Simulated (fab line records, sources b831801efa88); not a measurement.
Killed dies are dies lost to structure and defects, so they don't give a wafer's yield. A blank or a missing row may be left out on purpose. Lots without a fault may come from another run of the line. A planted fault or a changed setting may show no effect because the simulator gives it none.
Tool commonality check | flow sky130 | 11 lots, 39 wafers sampled

WHY IT WAS OPENED
At SKY_NWELL_RS_MEAS_31 the reading PWDE_RS is flagged on 2 of 11 lots. Wafers without a fault read 5279 ohm/sq, standard deviation 18.
Rule: a lot is flagged when every wafer of it that has a number lies more than 4 standard deviations from that mean, or none has a number. The other lots count as sound.

lot  | measured     | on            | PWDE_RS (ohm/sq), wafer by wafer | flag
L878 | day 5 07:11  | film_metro-02 | 5275 5285 5292                   |
L880 | day 5 20:18  | film_metro-01 | 5264 5239 5271                   |
L881 | day 6 02:50  | film_metro-01 | 5293 5283 5263                   |
L884 | day 6 19:53  | film_metro-03 | 5269 5283 5293                   |
L885 | day 7 02:35  | film_metro-02 | 5274 5272 5272                   |
L886 | day 7 07:43  | film_metro-01 | 5275 5282 5276                   |
L887 | day 7 10:47  | film_metro-01 | 5257 5243 5260                   |
L888 | day 7 17:56  | film_metro-01 | 5275 5277 5289                   |
L889 | day 7 23:46  | film_metro-03 | 5409 5434 5419 5398 5414 5425    | FLAGGED
L893 | day 9 10:17  | film_metro-01 | 5424 5414 5441 5423 5420 5436    | FLAGGED
L901 | day 11 04:29 | film_metro-03 | 5284 5291 5300                   |
The numbers of the flagged lots are 5421 ohm/sq on average: +142 ohm/sq against the usual, or +8 standard deviations.

WHICH TOOL RAN EACH LOT
The record holds 2 process steps before the reading, out of a route of 708 steps. In each cell: the tool, then ch and the chambers that the sampled wafers went through, then the start.
lot  | flag    | SKY_FIELD_ISO_ETCH_14             | SKY_PWDE_IMPLANT_08
L878 |         | rie_diel-03 ch 0,1,3, day 2 03:50 | implanter-04 ch 0, day 3 19:17
L880 |         | rie_diel-04 ch 0,1,2, day 2 18:33 | implanter-03 ch 0, day 4 09:29
L881 |         | rie_diel-04 ch 0,1, day 2 23:37   | implanter-01 ch 0, day 4 14:48
L884 |         | rie_diel-03 ch 1,2, day 3 12:11   | implanter-04 ch 0, day 5 07:11
L885 |         | rie_diel-03 ch 0,1, day 3 16:51   | implanter-01 ch 0, day 5 13:35
L886 |         | rie_diel-01 ch 0,2, day 3 22:49   | implanter-01 ch 0, day 5 17:24
L887 |         | rie_diel-04 ch 0,1,2, day 4 03:09 | implanter-01 ch 0, day 5 20:11
L888 |         | rie_diel-04 ch 1,3, day 4 08:06   | implanter-04 ch 0, day 6 02:30
L889 | FLAGGED | rie_diel-01 ch 0,2,3, day 4 14:32 | implanter-01 ch 0, day 6 08:11
L893 | FLAGGED | rie_diel-04 ch 0,2, day 5 11:29   | implanter-01 ch 0, day 7 14:42
L901 |         | rie_diel-03 ch 0,2,3, day 7 09:00 | implanter-03 ch 0, day 9 08:23
What these steps do:
- SKY_FIELD_ISO_ETCH_14: etches BARC in N2/H2, stops on SiO2, time 45.9 s, target depth 60 nm.
- SKY_PWDE_IMPLANT_08
- SKY_NWELL_RS_MEAS_31: measures by four-point-probe.

FLAGGED OVER TOTAL, TOOL BY TOOL (the gauges that took the reading come last)
step                  | tool          | lots run | flagged | share of the flagged lots | sound lots run after its first flagged lot
SKY_FIELD_ISO_ETCH_14 | rie_diel-01   | 2        | 1       | some                      | 0
SKY_FIELD_ISO_ETCH_14 | rie_diel-03   | 4        | 0       | none                      | -
SKY_FIELD_ISO_ETCH_14 | rie_diel-04   | 5        | 1       | some                      | 0
SKY_PWDE_IMPLANT_08   | implanter-01  | 6        | 2       | all                       | 0
SKY_PWDE_IMPLANT_08   | implanter-03  | 2        | 0       | none                      | -
SKY_PWDE_IMPLANT_08   | implanter-04  | 3        | 0       | none                      | -
SKY_NWELL_RS_MEAS_31  | film_metro-01 | 6        | 1       | some                      | 0
SKY_NWELL_RS_MEAS_31  | film_metro-02 | 2        | 0       | none                      | -
SKY_NWELL_RS_MEAS_31  | film_metro-03 | 3        | 1       | some                      | 1 (L901)

WHAT THE TABLE ALLOWS
1 row of the table ran every flagged lot: implanter-01 at SKY_PWDE_IMPLANT_08.
- implanter-01 at SKY_PWDE_IMPLANT_08: 2 of its 6 lots flagged. Its last sound lot is L887 (day 5 20:11), its first flagged lot L889 (day 6 08:11): a fault that began between those two fits. Its own readings lie more than 4 standard deviations out on every wafer of the flagged lots: dose_ions_cm2.
One tool is left: implanter-01 at SKY_PWDE_IMPLANT_08.

WHAT THE SIMULATOR HAD PUT IN
Process parameter drift: implanter-01, from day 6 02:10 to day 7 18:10, at SKY_PWDE_IMPLANT_08. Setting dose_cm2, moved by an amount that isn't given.
Lots struck among those shown: L889, L893. The rule above found the same.
